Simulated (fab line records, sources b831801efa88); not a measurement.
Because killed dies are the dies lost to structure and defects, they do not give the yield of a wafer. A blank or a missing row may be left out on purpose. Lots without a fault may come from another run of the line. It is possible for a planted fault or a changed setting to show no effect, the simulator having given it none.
2 desks, one fault :: flow gf180mcu :: only its own numbers are on each desk; what lay behind them is given at the end

DESK OF THE TOOL OWNER: litho track-04
The tool's own readings at GF_DNWELL_COAT_02 (resist thk 3000 nm): means of the sampled wafers that have a number, for each lot that ran on this tool. If a lot's mean is further than 4 standard deviations from the usual mean, the lot is out of limits and carries the mark OUT (the distance appears in the brackets).
Columns: A = chill plate temp C at GF_DNWELL_COAT_02, usual 22.99 C
lot: L268
first seen here: day 2 12:13
A: 22.91

lot: L269
first seen here: day 2 17:14
A: 22.97

lot: L277
first seen here: day 4 12:19
A: 22.97

lot: L279
first seen here: day 4 23:14
A: 22.92

lot: L291
first seen here: day 7 17:39
A: 23.02
This desk's verdict: no lot among the 5 shows anything out of limits.

THE METROLOGY DESK
Means of the sampled wafers that have a number, per lot and without regard to the tool the lot ran on: this is what the gauges read. If a lot's mean is further than 4 standard deviations from the usual mean, the lot is out of limits and carries the mark OUT (the distance appears in the brackets).
Columns: A = cd nm at GF_STI_CD_MEAS_12, usual 220.0 nm
lot: L268
first seen here: day 2 01:24
A: 219.2

lot: L269
first seen here: day 2 06:20
A: 221.7

lot: L270
first seen here: day 2 11:45
A: 218.0

lot: L274
first seen here: day 3 08:10
A: 219.9

lot: L277
first seen here: day 3 22:45
A: 219.6

lot: L279
first seen here: day 4 11:38
A: 220.6

lot: L282
first seen here: day 5 01:26
A: 218.6

lot: L284
first seen here: day 5 11:50
A: 219.7

lot: L285
first seen here: day 5 17:32
A: 219.6

lot: L287
first seen here: day 6 02:38
A: 220.0

lot: L289
first seen here: day 6 16:38
A: 218.5

lot: L291
first seen here: day 6 23:42
A: 220.4
This desk's verdict: no lot among the 12 shows anything out of limits.

BROUGHT TOGETHER
The tool owner's desk saw nothing out of limits.
The metrology desk saw nothing out of limits.

WHAT THE SIMULATOR HAD PUT IN
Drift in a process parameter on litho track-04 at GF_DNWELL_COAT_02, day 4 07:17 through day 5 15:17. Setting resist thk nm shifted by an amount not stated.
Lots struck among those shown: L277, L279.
